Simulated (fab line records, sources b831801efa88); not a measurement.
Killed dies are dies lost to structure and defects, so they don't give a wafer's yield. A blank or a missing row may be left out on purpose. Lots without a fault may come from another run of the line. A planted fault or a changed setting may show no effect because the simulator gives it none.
Which tool did it? | flow gf180mcu | 13 lots, 39 wafers sampled, at 3 steps of a route of 602

WHAT THE GAUGES READ, wafer by wafer
GF_VT_IMPLANT_RS_MEAS_47: measures by four-point-probe.
lot  | measured     | on            | NWELL_RS (ohm/sq)
L581 | day 7 14:42  | film_metro-04 | 487.0 486.4 486.6
L582 | day 7 17:25  | film_metro-04 | 486.9 485.9 486.2
L583 | day 8 06:25  | film_metro-03 | 489.0 487.0 486.5
L584 | day 8 20:25  | film_metro-04 | 487.5 488.0 487.4
L585 | day 8 23:19  | film_metro-04 | 490.2 489.3 489.7
L590 | day 10 03:05 | film_metro-04 | 478.6 478.4 481.0
L592 | day 10 17:01 | film_metro-04 | 477.8 479.8 478.9
L596 | day 12 00:56 | film_metro-02 | 487.2 487.4 486.4
L597 | day 12 01:54 | film_metro-02 | 489.5 488.1 487.7
L599 | day 12 15:28 | film_metro-02 | 488.6 485.8 488.2
L600 | day 12 23:46 | film_metro-04 | 485.8 486.5 486.0
L602 | day 13 09:08 | film_metro-02 | 488.3 487.8 487.9
L603 | day 13 18:36 | film_metro-02 | 489.1 490.7 490.1

GF_M2_RS_MEAS_05: measures by four-point-probe.
lot  | measured     | on            | M2_ALCU_RS (ohm/sq)
L581 | day 18 01:53 | film_metro-03 | 0.0681 0.0681 0.0682
L582 | day 18 04:44 | film_metro-01 | 0.0701 0.0685 0.0681
L583 | day 19 01:11 | film_metro-04 | 0.0687 0.0686 0.0684
L584 | day 19 18:26 | film_metro-04 | 0.0687 0.0672 0.0685
L585 | day 19 22:47 | film_metro-04 | 0.0677 0.0703 0.0695
L592 | day 22 08:44 | film_metro-01 | 0.0693 0.0683 0.0682
L596 | day 23 23:43 | film_metro-03 | 0.0693 0.0679 0.0686
L597 | day 24 03:15 | film_metro-01 | 0.0686 0.0680 0.0682
L599 | day 24 17:07 | film_metro-03 | 0.0697 0.0686 0.0696
L600 | day 25 01:38 | film_metro-03 | 0.0685 0.0678 0.0690
L602 | day 25 18:38 | film_metro-01 | 0.0678 0.0683 0.0683
L603 | day 26 00:11 | film_metro-01 | 0.0702 0.0713 0.0704

WHICH TOOL RAN EACH LOT (tool, then ch and the chambers of the sampled wafers, then the start)
lot  | GF_NWELL_IMPLANT_09
L581 | implanter-01 ch 0, day 3 07:10
L582 | implanter-02 ch 0, day 3 11:15
L583 | implanter-02 ch 0, day 3 19:08
L584 | implanter-04 ch 0, day 4 08:38
L585 | implanter-02 ch 0, day 4 09:19
L590 | implanter-01 ch 0, day 5 10:01
L592 | implanter-01 ch 0, day 5 21:05
L596 | implanter-04 ch 0, day 6 21:26
L597 | implanter-04 ch 0, day 6 23:02
L599 | implanter-04 ch 0, day 7 09:58
L600 | implanter-04 ch 0, day 7 17:59
L602 | implanter-04 ch 0, day 8 01:39
L603 | implanter-02 ch 0, day 8 08:17
- GF_NWELL_IMPLANT_09

WHAT THE TOOLS THEMSELVES READ (means of the sampled wafers that have a number; where no wafer has one, the mark that the record gives instead)
GF_NWELL_IMPLANT_09.
lot  | tool         | beam_on_s (s) | faraday_current_uA
L581 | implanter-01 | 9.93          | 22.8
L582 | implanter-02 | 9.94          | 22.7
L583 | implanter-02 | 10.03         | 22.5
L584 | implanter-04 | 9.97          | 22.6
L585 | implanter-02 | 10.05         | 22.4
L590 | implanter-01 | 11.51         | 19.6
L592 | implanter-01 | 11.29         | 19.9
L596 | implanter-04 | 10.13         | 22.3
L597 | implanter-04 | 10.01         | 22.6
L599 | implanter-04 | 10.19         | 22.2
L600 | implanter-04 | 10.18         | 22.2
L602 | implanter-04 | 9.81          | 23.0
L603 | implanter-02 | 10.00         | 22.6

THE ANSWER, worked out from the rows above alone
Rule: what is usual is taken from the lots themselves. Put in order of their means at a reading, lots are off if they are a third of the lots or fewer, leave a main group of 4 or more, and stand apart from it by a gap of 3 or more times the standard deviation of the main group's means; of several such gaps the widest counts. A main group whose means are all the same, to the digits that the tables above print for the reading, isn't used. A lot without any number at a reading at which 4 lots or more have one is off too. The other lots that the step has rows for count as sound. The gauges are gone through in route order, then the tools' own readings, and for those a lot's mean is taken as printed above. The first step at which some lot is off is used, and at that step the reading that is off furthest; a lot without a number counts as furthest.
Off: L590, L592, at GF_VT_IMPLANT_RS_MEAS_47 (NWELL_RS). The main group: mean 487.7 ohm/sq, standard deviation 1.2.
A tool fits if, at a process step before that reading, it ran every lot that is off, and no sound lot after the first of them. The gauges at GF_VT_IMPLANT_RS_MEAS_47 aren't tried: what is off there is off at GF_NWELL_IMPLANT_09 too, on other tools, and a gauge's error can't cause that. One fits: implanter-01 at GF_NWELL_IMPLANT_09. Its last sound lot is L581 (day 3 07:10), its first lot that is off L590 (day 5 10:01): a fault that began between those two fits.
The tool's own readings at GF_NWELL_IMPLANT_09 bear it out: on the lots that are off they differ by more than 5 times the standard deviation of the sound lots' means. beam_on_s reads 11.40 s there against 10.02 s on the sound lots; faraday_current_uA reads 19.8 there against 22.5 on the sound lots.

WHAT THE SIMULATOR HAD PUT IN
Process parameter drift: implanter-01, from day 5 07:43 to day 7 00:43, at GF_NWELL_IMPLANT_09. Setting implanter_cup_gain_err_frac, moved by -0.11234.
Lots struck among those shown: L590, L592. The rule above found the same.
